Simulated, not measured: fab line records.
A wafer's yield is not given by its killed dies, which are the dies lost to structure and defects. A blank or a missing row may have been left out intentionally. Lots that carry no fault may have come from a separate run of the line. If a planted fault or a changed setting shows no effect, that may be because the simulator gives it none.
Code-filled problem report in 8D (eight disciplines) form    flow sky130    the parts of the form that need people (team, actions taken, sign-off) are left out

== 1. PROBLEM STATEMENT ==
Mean LDD_HVP_TW at SKY_LDD_HVP_TW_MEAS_10: 428 over 5 wafers in 3 lots; fault-free wafers: 451, standard deviation 3.9. Measured from the usual mean, that is -5.9 standard deviations.
Earliest sighting: wafer L430.2 on film-metro-02 at day 24 20:26. Wafers with a number at this step in the record: 44, from 15 lots. Rule for "out" (also "out of limits"): further than 4 standard deviations from the usual mean. All remaining wafers that have a number are taken as sound.

== 2. WHAT IT IS; WHAT IT IS NOT ==
question                     is                                      is not
which readings at this step  LDD_HVP_TW                              -
which lots                   L430, L432, L433                        L421, L422, L423, L424, L426, L427, L428, L438, L439, L440, L441, L442
which wafers of those lots   L430.2, L430.6, L432.2, L432.6, L433.6  L430.5, L432.4, L433.5
read on which gauges         film-metro-01, film-metro-02            film-metro-04
when                         from day 24 20:26                       up to then (22 sound wafers); but 17 sound wafers of L432, L433, L438, L439, L440, L441, L442 came after

== 3. WHAT RULES OUT EACH SUSPECT ==
Counting: if a tool at a process step up to the reading ran every lot that is out, it stays a suspect. Sound lots after the first of them don't rule it out here, since some wafers of a struck lot are sound.
- ruled out: the gauge at SKY_LDD_HVP_TW_MEAS_10. Those wafers that are out were read across 2 gauges (film-metro-01, film-metro-02).
- litho-track-04 at SKY_LDD_HVP_DEVELOP_06 (develop time 60 s): kept. It processed each lot that is out (first: L430, day 24 20:01); up to then, its last sound lot is L427 (day 23 21:15).
The count leaves litho-track-04 at SKY_LDD_HVP_DEVELOP_06.

== 4. THE CAUSE (what the simulator had put in) ==
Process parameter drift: litho-track-04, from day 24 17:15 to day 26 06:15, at SKY_LDD_HVP_DEVELOP_06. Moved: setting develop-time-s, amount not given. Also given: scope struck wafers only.
The count eliminated every tool but this one.

== 5. THE EFFECT CHAIN, in route order ==
Rows list readings where the struck wafers' mean (over those with a number) sits beyond 3 standard deviations from the usual. Only readings for which the record gives a usual standard deviation are gone through. hours: the time from each lot's start at the first step in this table that gives one to its start at this step, as a median over the lots. sigmas: the change in usual standard deviations.
hours  step                    reading              usual  on struck wafers  change  sigmas
0      SKY_LDD_HVP_TW_MEAS_10  LDD_HVP_TW           451    428               -23     -5.9
548    SKY_PAD_OPEN_PROBE_99   killed-at-front-end  15     397               +382    +85
548    SKY_PAD_OPEN_PROBE_99   killed-dies          88     468               +380    +40
548    SKY_PAD_OPEN_PROBE_99   killed-on-rim        17     96                +79     +18
The process steps in it:
- SKY_PAD_OPEN_PROBE_99

== 6. WHAT WOULD HAVE CAUGHT IT SOONER ==
The first out-of-limits reading at a measuring or inspecting step in this record came at day 24 20:26, 3 hours after the fault's start at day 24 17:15.
L432, L433, from the lots that are out (3), started SKY_LDD_HVP_DEVELOP_06 on litho-track-04 later than day 24 20:26. A hold on the tool at that time would have spared those 2.
